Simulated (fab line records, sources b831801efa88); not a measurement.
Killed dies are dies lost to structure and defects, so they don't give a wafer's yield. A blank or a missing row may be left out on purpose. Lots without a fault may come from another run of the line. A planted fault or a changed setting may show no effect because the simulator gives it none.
Which tool did it? | flow sky130 | 7 lots, 21 wafers sampled, at 2 steps of a route of 708

WHAT THE GAUGES READ, wafer by wafer
SKY_VIA3_THK_MEAS_01.
lot  | measured     | on            | VIA3_HDPCVD_THK (nm)
L874 | day 38 13:42 | film_metro-01 | 1631 1650 1636
L876 | day 39 03:41 | film_metro-01 | 1641 1619 1620
L883 | day 41 15:22 | film_metro-03 | 1630 1632 1639
L889 | day 43 04:16 | film_metro-02 | 1643 1629 1624
L893 | day 44 22:00 | film_metro-03 | 1629 1634 1632
L895 | day 45 00:54 | film_metro-03 | 1630 1637 1616
L896 | day 45 01:36 | film_metro-03 | 1626 1626 1609

WHICH TOOL RAN EACH LOT (tool, then ch and the chambers of the sampled wafers, then the start)
lot  | SKY_VIA3_HDPCVD_00
L874 | hdpcvd-01 ch 0,1, day 38 13:31
L876 | hdpcvd-01 ch 0,2, day 39 03:32
L883 | hdpcvd-01 ch 1,2, day 41 15:12
L889 | hdpcvd-01 ch 1,2, day 43 04:05
L893 | hdpcvd-01 ch 0,1, day 44 21:50
L895 | hdpcvd-02 ch 0,1,2, day 45 00:43
L896 | hdpcvd-01 ch 0,2, day 45 01:26
- SKY_VIA3_HDPCVD_00: deposits SiO2, target thk 1635 nm, time 272.5 s.

THE ANSWER, worked out from the rows above alone
Rule: what is usual is taken from the lots themselves. Put in order of their means at a reading, lots are off if they are a third of the lots or fewer, leave a main group of 4 or more, and stand apart from it by a gap of 3 or more times the standard deviation of the main group's means; of several such gaps the widest counts. A main group whose means are all the same, to the digits that the tables above print for the reading, isn't used. A lot without any number at a reading at which 4 lots or more have one is off too. The other lots that the step has rows for count as sound.
No lot is off at any reading shown: from this, nothing can be told.

WHAT THE SIMULATOR HAD PUT IN
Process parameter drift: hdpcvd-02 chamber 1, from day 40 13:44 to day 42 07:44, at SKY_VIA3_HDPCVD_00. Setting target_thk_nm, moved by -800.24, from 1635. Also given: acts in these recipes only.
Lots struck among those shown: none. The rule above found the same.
